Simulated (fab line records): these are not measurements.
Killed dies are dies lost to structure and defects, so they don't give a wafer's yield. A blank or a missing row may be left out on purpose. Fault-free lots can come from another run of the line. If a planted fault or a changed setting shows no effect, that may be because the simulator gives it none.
Matching of chambers    flow sfq line    cmp-01 running SFQ_TRILAYER_I6_CMP_CMP_166: 4 sister chambers
The step polishes SiO2. 18 wafers are shown with their chamber, then 9 later ones without.

EACH WAFER AND ITS CHAMBER
wafer   chamber  motor current A (A)  time to endpoint s (s)
L923.3  2        8.0                  217
L923.4  0        10.7                 217
L923.6  1        10.4                 217
L924.3  1        9.9                  211
L924.5  0        11.5                 221
L924.6  3        10.8                 211
L927.4  3        10.9                 216
L927.5  1        10.2                 219
L927.6  0        10.5                 213
L934.1  2        7.9                  208
L934.4  0        11.2                 212
L934.6  1        10.1                 213
L938.4  1        10.4                 219
L938.5  2        7.9                  213
L938.6  1        9.9                  218
L939.1  0        10.6                 210
L939.3  1        9.6                  216
L939.4  3        10.2                 215

SIGNATURES (means of the wafers above)
reading             chamber 0  chamber 1  chamber 2  chamber 3  scatter within a chamber
motor current A     10.900     10.071     7.933      10.633     0.332
time to endpoint s  214.60     216.14     212.67     214.00     3.67
Rule: a wafer lies at a distance from a chamber equal to the root of the sum of squares, over the readings, of (its reading less the chamber's mean, divided by the reading's scatter). If the next closest chamber is less than 2 further off than the closest, the wafer can't be placed; otherwise it belongs to the closest. The scatter: the root of (the sum of the squares of (reading less its chamber's mean) over the shown wafers, divided by (wafers less chambers)).

WAFERS WHOSE CHAMBER IS MISSING
wafer   motor current A (A)  time to endpoint s (s)
L943.1  11.3                 211
L943.3  9.9                  216
L943.4  9.9                  216
L944.3  11.7                 204
L944.5  10.1                 203
L944.6  8.0                  210
L945.4  10.1                 211
L945.5  8.7                  213
L945.6  9.9                  211

CHAMBER TAKEN BY EACH
wafer   from the rows above           in truth
L943.1  can't be placed: 0 or 3       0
L943.3  can't be placed: 1 or 3       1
L943.4  can't be placed: 1 or 3       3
L944.3  can't be placed: 0 or 3       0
L944.5  can't be placed: 3 or 1 or 0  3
L944.6  2                             2
L945.4  can't be placed: 1 or 3 or 0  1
L945.5  can't be placed: 2 or 1       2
L945.6  can't be placed: 1 or 3 or 0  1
Correctly placed: 1 of 9. Unplaceable from these rows: 8, with the true chamber sitting among the candidates in 8. 0 placed wrongly.
